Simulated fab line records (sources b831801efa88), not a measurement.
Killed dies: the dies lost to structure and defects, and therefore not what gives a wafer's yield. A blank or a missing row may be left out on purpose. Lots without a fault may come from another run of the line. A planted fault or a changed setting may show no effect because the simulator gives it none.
8D (eight disciplines) problem report, filled in by code :: flow sky130 :: the parts of the form that need people (team, actions taken, sign-off) are left out

== 1. THE PROBLEM ==
Wafers without a fault read 0.855 a.u., standard deviation 0.0049; oes product au at SKY_VIA2_ETCH_14 reads a mean of 0.976 a.u. on 2 wafers belonging to 2 lots. Relative to the usual mean, that is a shift of +25 standard deviations.
The step: etches BARC in N2/H2, stops on SiO2, time 45.9 s, target depth 60 nm.
First seen on wafer L524.5, day 40 06:17, on rie diel-01. The record has a number at this step for 32 wafers belonging to 11 lots. Rule for "out", or "out of limits": more than 4 standard deviations from the usual mean. The other wafers with a number count as sound.

== 2. WHAT IT IS, WHAT IT ISN'T ==
question: which readings at this step
is: oes product au, run length s
is not: drypump motor current A

question: which lots
is: L524, L525
is not: L514, L516, L517, L521, L522, L531, L532, L533, L534

question: which wafers of those lots
is: L524.5, L525.6
is not: L524.1, L524.4, L525.2

question: read on which tools
is: rie diel-01
is not: rie diel-02, rie diel-04

question: when
is: from day 40 06:17
is not: up to then (17 sound wafers); but 13 sound wafers of L525, L531, L532, L533, L534 came after

== 3. WHAT RULES OUT EACH SUSPECT ==
Counting: a tool at a process step up to the reading stays a suspect if it ran every lot that is out. Sound lots after the first of them don't rule it out here, since some wafers of a struck lot are sound.
- plasma asher-03 at SKY_CONTACT_STRIP_19 (strips in O2/N2): kept. It ran every lot that is out, first L524 (day 35 17:22); its last sound lot up to then is L517 (day 33 05:57).
- rie diel-01 at SKY_VIA2_ETCH_14 (etches BARC in N2/H2, stops on SiO2, time 45.9 s, target depth 60 nm): kept. It ran every lot that is out, first L524 (day 40 06:17); its last sound lot up to then is L522 (day 39 13:52). Out on those wafers are its own readings of oes product au, run length s.
What counting leaves: plasma asher-03 at SKY_CONTACT_STRIP_19 and rie diel-01 at SKY_VIA2_ETCH_14.

== 4. THE CAUSE (what the simulator had put in) ==
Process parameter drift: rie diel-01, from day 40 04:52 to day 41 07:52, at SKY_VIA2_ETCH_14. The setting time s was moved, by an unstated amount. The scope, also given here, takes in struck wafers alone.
This tool is one of the 2 suspects left after counting.

== 5. SEQUENCE OF EFFECTS, ordered by route ==
Each row: a reading whose mean over the struck wafers that have a number lies more than 3 standard deviations from the usual. Scope: only readings with a usual standard deviation given in the record; hours: median across lots of the time from each lot's start at the first step in this table that gives one to its start at this step; sigmas: change in usual standard deviations.
hours: 0
step: SKY_VIA2_ETCH_14
reading: oes product au
usual: 0.855 a.u.
on struck wafers: 0.976
change: +0.121
sigmas: +25

hours: 0
step: SKY_VIA2_ETCH_14
reading: run length s
usual: 74.2 s
on struck wafers: 67.7
change: -6.5
sigmas: -20
Its process steps:
- SKY_VIA2_ETCH_14: etches BARC in N2/H2, stops on SiO2, time 45.9 s, target depth 60 nm.

== 6. HOW IT WOULD HAVE BEEN CAUGHT EARLIER ==
In this record the first reading out of limits was taken at day 40 06:17, 1 hour after the fault began at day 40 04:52.
